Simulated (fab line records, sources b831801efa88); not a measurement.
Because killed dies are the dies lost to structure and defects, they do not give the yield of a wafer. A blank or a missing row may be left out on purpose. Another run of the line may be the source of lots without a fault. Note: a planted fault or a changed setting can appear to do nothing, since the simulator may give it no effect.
Which of the tools did it? | flow sky130 | 33 wafers from 11 lots sampled at 5 of the route's 708 steps

== WHAT EACH GAUGE READ, for each wafer ==
SKY_CONTACT_BOW_MEAS_05.
lot  | measured     | on            | CONTACT_BOW (um)
L455 | day 31 12:55 | film-metro-01 | 92 88 78
L457 | day 32 03:29 | film-metro-02 | 76 77 82
L459 | day 33 05:20 | film-metro-01 | 80 79 78
L460 | day 33 13:16 | film-metro-02 | 76 70 71
L461 | day 33 14:50 | film-metro-03 | 85 72 78
L469 | day 35 14:41 | film-metro-01 | 75 80 79
L470 | day 36 03:24 | film-metro-02 | 82 64 81
L471 | day 36 07:13 | film-metro-01 | 88 90 80
L472 | day 36 14:52 | film-metro-03 | 87 81 89
L473 | day 36 21:10 | film-metro-02 | 71 65 85
L475 | day 37 08:11 | film-metro-02 | 71 76 76

== EACH LOT AND THE TOOL THAT RAN IT (in order: tool; ch and the chambers of the sampled wafers; start) ==
lot  | SKY_LI_CONTACT_ETCH_14             | SKY_LI_CONTACT_STRIP_16              | SKY_LI_CONTACT_SPUTTER_20    | SKY_LI_CONTACT_CMP_24
L455 | rie-diel-02 ch 0,1, day 30 05:30   | plasma-asher-01 ch 1, day 30 05:37   | pvd-sputter-02, day 30 06:01 | cmp-01 ch 0,1,2, day 30 06:23
L457 | rie-diel-01 ch 0,3, day 30 21:47   | plasma-asher-04 ch 0,1, day 30 21:57 | pvd-sputter-03, day 30 22:17 | cmp-02 ch 2,3, day 30 22:43
L459 | rie-diel-01 ch 0,2, day 31 23:09   | plasma-asher-04 ch 0,1, day 31 23:16 | pvd-sputter-03, day 31 23:38 | cmp-01 ch 1,2,3, day 32 00:07
L460 | rie-diel-01 ch 0,1, day 32 07:20   | plasma-asher-04 ch 0,1, day 32 07:28 | pvd-sputter-03, day 32 07:50 | cmp-01 ch 0,2, day 32 08:13
L461 | rie-diel-03 ch 0,2, day 32 08:12   | plasma-asher-01 ch 0,1, day 32 08:19 | pvd-sputter-02, day 32 08:41 | cmp-01 ch 0,1, day 32 09:07
L469 | rie-diel-01 ch 0,3, day 34 08:46   | plasma-asher-01 ch 0,1, day 34 08:56 | pvd-sputter-03, day 34 09:17 | cmp-02 ch 1,2,3, day 34 09:39
L470 | rie-diel-01 ch 1,3, day 34 21:49   | plasma-asher-04 ch 0,1, day 34 21:57 | pvd-sputter-04, day 34 22:22 | cmp-01 ch 0,1,3, day 34 22:44
L471 | rie-diel-02 ch 0,1, day 35 01:40   | plasma-asher-04 ch 0,1, day 35 01:48 | pvd-sputter-04, day 35 02:10 | cmp-01 ch 0,1,2, day 35 02:38
L472 | rie-diel-01 ch 0,3, day 35 08:13   | plasma-asher-02 ch 0,1, day 35 08:21 | pvd-sputter-04, day 35 08:45 | cmp-02 ch 0,3, day 35 09:41
L473 | rie-diel-01 ch 0,1,3, day 35 15:09 | plasma-asher-02 ch 0,1, day 35 15:16 | pvd-sputter-03, day 35 15:38 | cmp-01 ch 0,1,2, day 35 16:01
L475 | rie-diel-03 ch 0,2, day 36 03:00   | plasma-asher-02 ch 0,1, day 36 03:10 | pvd-sputter-04, day 36 03:31 | cmp-02 ch 0,3, day 36 03:56
- SKY_LI_CONTACT_ETCH_14: etches BARC in N2/H2, stops on SiO2, time 45.9 s, target depth 60 nm.
- SKY_LI_CONTACT_STRIP_16: strips in O2/N2.
- SKY_LI_CONTACT_SPUTTER_20: material TiN, target thk 20 nm, time 80 s.
- SKY_LI_CONTACT_CMP_24: polishes, stops on PSG, t overpolish 20 s, target thk 0 nm.

== THE ANSWER, worked out from the rows above alone ==
Rule: what is usual is taken from the lots themselves. The widest of any qualifying gaps counts: lots, ordered by their means at a reading, are off when they make up no more than a third of the lots, leave a main group of 4 or more, and stand apart from it by 3 or more times the standard deviation of that group's means. If all means in a main group match to the digits the tables above print for the reading, that group is not used. Also off: a lot with no number at a reading for which 4 or more lots have one. Where the step has rows for the other lots, those lots are counted as sound.
Across all readings shown, no lot is off: no conclusion can be drawn from this.

== WHAT WAS PUT IN BY THE SIMULATOR ==
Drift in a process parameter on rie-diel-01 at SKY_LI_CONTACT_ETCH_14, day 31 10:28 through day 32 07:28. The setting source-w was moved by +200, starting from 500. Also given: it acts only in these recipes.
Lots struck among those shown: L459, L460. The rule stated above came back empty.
